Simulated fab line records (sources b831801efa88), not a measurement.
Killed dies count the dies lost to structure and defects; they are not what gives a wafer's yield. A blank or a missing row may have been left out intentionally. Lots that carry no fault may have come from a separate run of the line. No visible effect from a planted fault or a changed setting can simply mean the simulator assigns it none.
Which tool did it? ; flow gf180mcu ; Sampling: 13 lots, 38 wafers, 4 of 602 route steps

## WHAT THE GAUGES READ, wafer by wafer
GF_V5_RS_MEAS_24: measures by four-point-probe.
lot;measured;on;V5_W_RS (ohm/sq)
L596;day 27 08:16;film_metro-04;0.3293 0.3280 0.3302
L597;day 27 12:05;film_metro-01;0.3290 0.3287 0.3261
L598;day 27 20:32;film_metro-01;0.3272 0.3268 0.3285
L600;day 28 15:14;film_metro-01;0.3294 0.3265 0.3204
L602;day 29 02:02;film_metro-04;0.3250 0.3273 0.3307
L603;day 29 09:46;film_metro-01;0.3315 0.3285 0.3308
L604;day 29 17:26;film_metro-04;0.3262 0.3269 0.3261
L607;day 30 20:05;film_metro-04;0.3272 0.3265 0.3242
L608;day 30 21:25;film_metro-02;0.3255 0.3240
L609;day 31 05:10;film_metro-04;0.3265 0.3260 0.3273
L610;day 31 09:03;film_metro-04;0.3302 0.3283 0.3281
L611;day 31 16:12;film_metro-04;0.3258 0.3262 0.3265
L612;day 31 22:03;film_metro-02;0.3219 0.3219 0.3251

GF_TOP_METAL_RS_MEAS_05: measures by four-point-probe.
lot;measured;on;TOP_METAL_ALCU_RS (ohm/sq)
L596;day 27 08:58;film_metro-01;0.0327 0.0328 0.0328
L597;day 27 12:47;film_metro-04;0.0329 0.0329 0.0331
L598;day 27 21:14;film_metro-03;0.0326 0.0322 0.0325
L600;day 28 15:56;film_metro-04;0.0325 0.0324 0.0326
L602;day 29 02:44;film_metro-01;0.0331 0.0334 0.0333
L603;day 29 10:28;film_metro-03;0.0330 0.0328 0.0328
L604;day 29 18:08;film_metro-04;0.0327 0.0326 0.0324
L607;day 30 20:55;film_metro-04;0.0331 0.0329 0.0330
L608;day 30 22:21;film_metro-01;0.0328 0.0332
L609;day 31 05:52;film_metro-04;0.0332 0.0332 0.0332
L610;day 31 09:45;film_metro-03;0.0330 0.0327 0.0329
L611;day 31 16:54;film_metro-04;0.0327 0.0331 0.0329
L612;day 31 22:45;film_metro-04;0.0324 0.0325 0.0327

## WHICH TOOL RAN EACH LOT (tool, then ch and the chambers of the sampled wafers, then the start)
lot;GF_M4_METAL_ETCH_16;GF_V5_CMP_26
L596;rie_metal-04 ch 0,1, day 23 13:23;cmp-02 ch 1,2, day 27 08:26
L597;rie_metal-04 ch 0,1, day 23 17:50;cmp-02 ch 0,2, day 27 12:16
L598;rie_metal-01 ch 0,1, day 24 02:28;cmp-02 ch 0,1,3, day 27 20:46
L600;rie_metal-01 ch 0,1, day 24 21:04;cmp-02 ch 2,3, day 28 15:26
L602;rie_metal-01 ch 0,1, day 25 11:17;cmp-01 ch 0,1, day 29 02:11
L603;rie_metal-01 ch 0,1, day 25 20:19;cmp-01 ch 0,2,3, day 29 09:56
L604;rie_metal-04 ch 0,1, day 26 04:42;cmp-02 ch 0,2,3, day 29 17:37
L607;rie_metal-03 ch 0,1, day 27 08:38;cmp-02 ch 1,2, day 30 20:23
L608;rie_metal-01 ch 1, day 27 11:41;cmp-02 ch 0,1, day 30 21:46
L609;rie_metal-04 ch 0,1, day 27 19:04;cmp-01 ch 1,2,3, day 31 05:20
L610;rie_metal-01 ch 0,1, day 28 00:03;cmp-01 ch 1,2,3, day 31 09:14
L611;rie_metal-04 ch 0,1, day 28 07:25;cmp-01 ch 0,2,3, day 31 16:23
L612;rie_metal-03 ch 0,1, day 28 14:02;cmp-02 ch 1,2, day 31 22:13
- GF_M4_METAL_ETCH_16: etches the open film in Cl2/BCl3, stops on SiO2, target depth 750.8 nm, time 125.1 s.
- GF_V5_CMP_26: polishes, stops on SiO2, t overpolish 15 s, target thk 0 nm.

## AS READ BY THE TOOLS THEMSELVES (means over the sampled wafers that have a number; for cases with no such wafer, the mark the record gives instead)
GF_M4_METAL_ETCH_16.
lot;tool;drypump_motor_current_A (A);oes_product_au (a.u.);throttle_valve_pct (%)
L596;rie_metal-04;5.7;0.984;28.235
L597;rie_metal-04;5.4;0.988;28.232
L598;rie_metal-01;6.0;0.996;28.228
L600;rie_metal-01;5.6;0.988;28.233
L602;rie_metal-01;5.6;0.982;28.226
L603;rie_metal-01;6.0;0.992;28.234
L604;rie_metal-04;5.4;0.991;28.238
L607;rie_metal-03;5.7;0.989;28.238
L608;rie_metal-01;6.3;0.986;28.229
L609;rie_metal-04;5.4;0.985;28.236
L610;rie_metal-01;5.6;0.990;28.227
L611;rie_metal-04;5.4;0.991;28.234
L612;rie_metal-03;5.8;0.990;28.231

GF_V5_CMP_26.
lot;tool;edge_zone_pressure_frac;motor_current_A (A);overpolish_run_s (s);time_to_endpoint_s (s)
L596;cmp-02;1.004;10.3;14.995;81.2
L597;cmp-02;1.001;10.8;15.001;87.2
L598;cmp-02;1.000;10.9;14.993;82.8
L600;cmp-02;0.997;10.7;14.997;84.3
L602;cmp-01;0.996;10.4;14.993;84.9
L603;cmp-01;1.001;11.1;14.995;82.3
L604;cmp-02;1.004;10.7;14.998;84.1
L607;cmp-02;0.998;10.2;15.000;87.2
L608;cmp-02;1.002;10.7;14.991;85.9
L609;cmp-01;1.003;11.2;15.016;84.7
L610;cmp-01;1.000;11.0;15.001;83.7
L611;cmp-01;1.003;10.7;15.009;84.7
L612;cmp-02;1.002;10.2;15.012;85.9

## THE ANSWER, worked out from the rows above alone
Rule: the lots themselves supply what counts as usual. Put in order of their means at a reading, lots are off if they are a third of the lots or fewer, leave a main group of 4 or more, and stand apart from it by a gap of 3 or more times the standard deviation of the main group's means; of several such gaps the widest counts. A main group whose means are all the same, to the digits that the tables above print for the reading, isn't used. A lot without any number at a reading at which 4 lots or more have one is off too. The other lots that the step has rows for count as sound. First the gauges in route order, then the tools' own readings, where a lot's mean is used as printed above. At the first step where some lot is off, the reading lying furthest off is the one used; lots without a number count as furthest.
None of the lots is off at any reading shown; this tells nothing.

## WHAT WAS PUT IN BY THE SIMULATOR
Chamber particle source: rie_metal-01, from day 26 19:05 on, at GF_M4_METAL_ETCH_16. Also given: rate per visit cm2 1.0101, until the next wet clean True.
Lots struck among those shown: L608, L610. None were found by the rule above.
